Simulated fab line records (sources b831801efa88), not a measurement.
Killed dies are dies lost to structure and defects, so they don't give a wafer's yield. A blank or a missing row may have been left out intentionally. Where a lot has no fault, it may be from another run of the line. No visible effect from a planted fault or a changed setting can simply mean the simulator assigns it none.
Matching of chambers | flow gf180mcu | GF_M4_STRIP_18 on wetBench-02 has 4 sister chambers
The step strips in post etch residue remover, time 1200 s. 8 wafers are shown with their chamber, then 7 later ones without.

== WAFERS, EACH WITH ITS CHAMBER ==
wafer  | chamber | bathGuardTempC (C) | bathHeatDutyPct (%)
L774.4 | 2       | 73.2               | 16.9
L774.6 | 2       | 73.3               | 14.5
L786.3 | 3       | 72.4               | 13.8
L786.4 | 3       | 72.1               | 12.2
L788.5 | 1       | 73.4               | 15.9
L788.6 | 1       | 73.3               | 16.9
L789.2 | 0       | 72.1               | 13.5
L789.4 | 0       | 72.5               | 13.4

== WAFERS WITH NO CHAMBER GIVEN ==
wafer  | bathGuardTempC (C) | bathHeatDutyPct (%)
L789.6 | 72.1               | 13.7
L793.2 | 72.0               | 13.4
L793.3 | 72.0               | 12.9
L793.6 | 72.0               | 13.9
L795.3 | 71.8               | 13.5
L795.5 | 72.4               | 14.9
L795.6 | 71.9               | 13.5

== WHICH CHAMBER EACH WENT THROUGH ==
wafer  | from the rows above     | in truth
L789.6 | can't be placed: 3 or 0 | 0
L793.2 | can't be placed: 3 or 0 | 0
L793.3 | can't be placed: 3 or 0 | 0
L793.6 | can't be placed: 3 or 0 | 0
L795.3 | can't be placed: 3 or 0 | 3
L795.5 | can't be placed: 0 or 3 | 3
L795.6 | can't be placed: 3 or 0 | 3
Correctly placed: 0 of 7. Unplaceable from these rows: 7, with the true chamber sitting among the candidates in 7. 0 placed wrongly.
How it was worked out, from the rows above alone: a wafer's distance from a chamber is the root of the sum, over the readings, of the square of ((its reading less the chamber's mean) divided by the reading's scatter). If the next closest chamber is less than 2 further off than the closest, the wafer can't be placed; otherwise it belongs to the closest. For every chamber, the mean is computed from those of its wafers that are shown. The scatter: take each reading less its chamber's mean, square it, sum over the shown wafers, divide by the number of wafers less the number of chambers, and take the root.
